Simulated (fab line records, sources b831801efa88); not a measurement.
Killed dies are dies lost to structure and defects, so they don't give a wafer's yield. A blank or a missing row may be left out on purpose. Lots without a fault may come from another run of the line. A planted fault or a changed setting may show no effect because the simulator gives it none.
Chamber matching | flow gf180mcu | GF_STI_CMP_25 on cmp-02: 4 sister chambers
The step polishes, stops on Si3N4, t overpolish 33 s, target thk 524.6 nm. 4 wafers are shown with their chamber, then 7 later ones without.

WAFERS WITH THEIR CHAMBER
wafer  | chamber | motor_current_A (A)
L361.1 | 1       | 12.2
L362.6 | 3       | 12.7
L364.2 | 0       | 12.1
L364.4 | 2       | 15.4

WAFERS WITHOUT THEIR CHAMBER
wafer  | motor_current_A (A)
L364.6 | 12.1
L365.1 | 12.4
L365.3 | 12.1
L365.6 | 12.5
L373.2 | 12.6
L373.3 | 15.5
L373.4 | 11.8

WHICH CHAMBER EACH WENT THROUGH
wafer  | from the rows above          | in truth
L364.6 | can't be placed: 0 or 1      | 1
L365.1 | can't be placed: 1 or 3 or 0 | 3
L365.3 | can't be placed: 0 or 1      | 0
L365.6 | can't be placed: 3 or 1 or 0 | 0
L373.2 | can't be placed: 3 or 1      | 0
L373.3 | 2                            | 2
L373.4 | can't be placed: 0 or 1      | 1
Placed correctly: 1 of 7. Can't be placed from these rows: 6 (the true chamber is among the candidates in 5). Placed wrongly: 0.
How it was worked out, from the rows above alone: a wafer's distance from a chamber is the root of the sum, over the readings, of the square of ((its reading less the chamber's mean) divided by the reading's scatter). The wafer belongs to the nearest chamber; if the next one is less than 2 further off, it can't be placed. A chamber's mean is the mean of its shown wafers. The scatter: with one shown wafer a chamber, the root of the mean of the squares of how far each hidden wafer lies from its nearest shown one.
